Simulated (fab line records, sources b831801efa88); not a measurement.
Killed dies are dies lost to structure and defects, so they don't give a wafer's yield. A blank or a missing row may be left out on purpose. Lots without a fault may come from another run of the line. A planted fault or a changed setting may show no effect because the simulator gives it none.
A struck lot beside a sound one | flow sky130 | 19 steps out of a route of 708
Sound: wafers L951.1, L951.4, L951.6. Struck: wafers L956.4, L956.5. (L956.2 of the same lot was not struck and is left out.) The cause comes at the end.
At each step with rows: each side's tool, then ch and its chambers, then its first start. Under that, the readings that differ: sound wafers | struck wafers | difference of the means | sigmas: that difference in standard deviations of wafers without a fault.
alike: readings whose means differ by less than 2 such deviations, and words and numbers that are the same on both sides. not compared: withheld readings, readings that some wafer has no value for, bounds like >300 that may hide the same value, and numbers for which the record gives no deviation and whose values overlap.
The two part at a step that has a row with sigmas, a row that says differs or no value, or rows on one side only. Numbers that don't overlap but have no deviation are shown without sigmas and don't part them. A reading that every wafer of one side lacks parts them only if that side has two wafers or more.

SKY_FIELD_ISO_BOW_MEAS_00:
  sound on film_metro-01, day 3 17:00; struck on film_metro-04, day 4 18:01
  alike: INCOMING_BOW
then, 1 step without rows for these wafers: SKY_FIELD_ISO_OXIDATION_01 (stabilise 600 s, purge 300 s, target thk 12 nm).
SKY_FIELD_ISO_THK_MEAS_02:
  sound on film_metro-01, day 3 19:58; struck on film_metro-04, day 4 20:28
  alike: FIELD_ISO_OXIDATION_00_THK
then, 1 step without rows for these wafers: SKY_FIELD_ISO_CVD_03 (deposits Si3N4 from DCS/NH3, target thk 165 nm, time 2830 s).
SKY_FIELD_ISO_THK_MEAS_04:
  sound on film_metro-02, day 3 21:48; struck on film_metro-04, day 4 23:09
  alike: FIELD_ISO_CVD_03_THK
then, 3 steps without rows for these wafers: SKY_FIELD_ISO_DEHYDRATE_05 (time 60 s); SKY_FIELD_ISO_HMDS_06 (prime time 60 s); SKY_FIELD_ISO_COAT_07 (resist thk 60 nm).
SKY_FIELD_ISO_COAT_08: resist thk 450 nm.
  sound on litho_track-04 ch 0, day 4 05:00; struck on litho_track-04 ch 0, day 5 08:00
  reading                                          | sound             | struck      | difference | sigmas
  model.KrF-thick_of_FIELD_ISO_COAT_08.thk_nm (nm) | 448.5 448.6 449.8 | 503.1 502.4 | +53.8      |
then, 4 steps without rows for these wafers: SKY_FIELD_ISO_SOFTBAKE_09 (time 90 s); SKY_FIELD_ISO_EXPOSE_10 (exposes mask FOM, target cd 150 nm); SKY_FIELD_ISO_PEB_11; SKY_FIELD_ISO_DEVELOP_12 (develop time 60 s).
SKY_FIELD_ISO_CD_MEAS_13: target cd 150 nm.
  sound on cd_sem-01, day 4 14:17; struck on cd_sem-01, day 5 16:48
  reading    | sound             | struck      | difference | sigmas
  cd_nm (nm) | 148.8 148.7 149.9 | 151.9 153.6 | +3.6       | +2
SKY_FIELD_ISO_ETCH_14: etches BARC in N2/H2, stops on SiO2, time 45.9 s, target depth 60 nm.
  sound on rie_diel-01 ch 1,2,3, day 4 14:24; struck on rie_diel-01 ch 0,1, day 5 16:54
  alike: drypump_motor_current_A, oes_product_au, throttle_valve_pct
  not compared: rf_hours_counter_h
SKY_FIELD_ISO_ETCH_15: etches the open film in CHF3/O2, stops on Si, target depth 180 nm, time 72 s.
  sound on rie_diel-01 ch 1,2,3, day 4 14:27; struck on rie_diel-01 ch 0,1, day 5 16:56
  reading                                          | sound             | struck      | difference | sigmas
  model.KrF-thick_of_FIELD_ISO_COAT_08.thk_nm (nm) | 231.9 231.7 232.8 | 285.3 288.6 | +54.8      |
  alike: drypump_motor_current_A, oes_product_au, throttle_valve_pct
  not compared: rf_hours_counter_h
SKY_FIELD_ISO_STRIP_16: strips in O2/N2.
  sound on plasma_asher-02 ch 0,1, day 4 14:30; struck on plasma_asher-04 ch 0,1, day 5 16:59
  reading                      | sound             | struck      | difference | sigmas
  oes_product_au (a.u.)        | 0.379 0.374 0.372 | 0.404 0.400 | +0.027     | +6
  strip_time_to_endpoint_s (s) | 3.506 3.500 3.497 | 4.074 4.099 | +0.586     | +21
  alike: drypump_motor_current_A, o2_flow_sccm
  not compared: rf_hours_counter_h
SKY_FIELD_ISO_ETCH_17: etches Si in HBr/Cl2/O2, target depth 342 nm, time 97.7 s.
  sound on rie_si-02 ch 0,3, day 4 14:36; struck on rie_si-02 ch 0, day 5 17:05
  alike: drypump_motor_current_A, oes_product_au, throttle_valve_pct
  not compared: rf_hours_counter_h
then, 1 step without rows for these wafers: SKY_PAD_OPEN_PROBE_99.

WHERE THEY PART
First at SKY_FIELD_ISO_CD_MEAS_13; last, within this record, at SKY_FIELD_ISO_STRIP_16. Later steps at which nothing parts them and some readings are alike: SKY_FIELD_ISO_ETCH_17.

WHY: what the simulator had put in
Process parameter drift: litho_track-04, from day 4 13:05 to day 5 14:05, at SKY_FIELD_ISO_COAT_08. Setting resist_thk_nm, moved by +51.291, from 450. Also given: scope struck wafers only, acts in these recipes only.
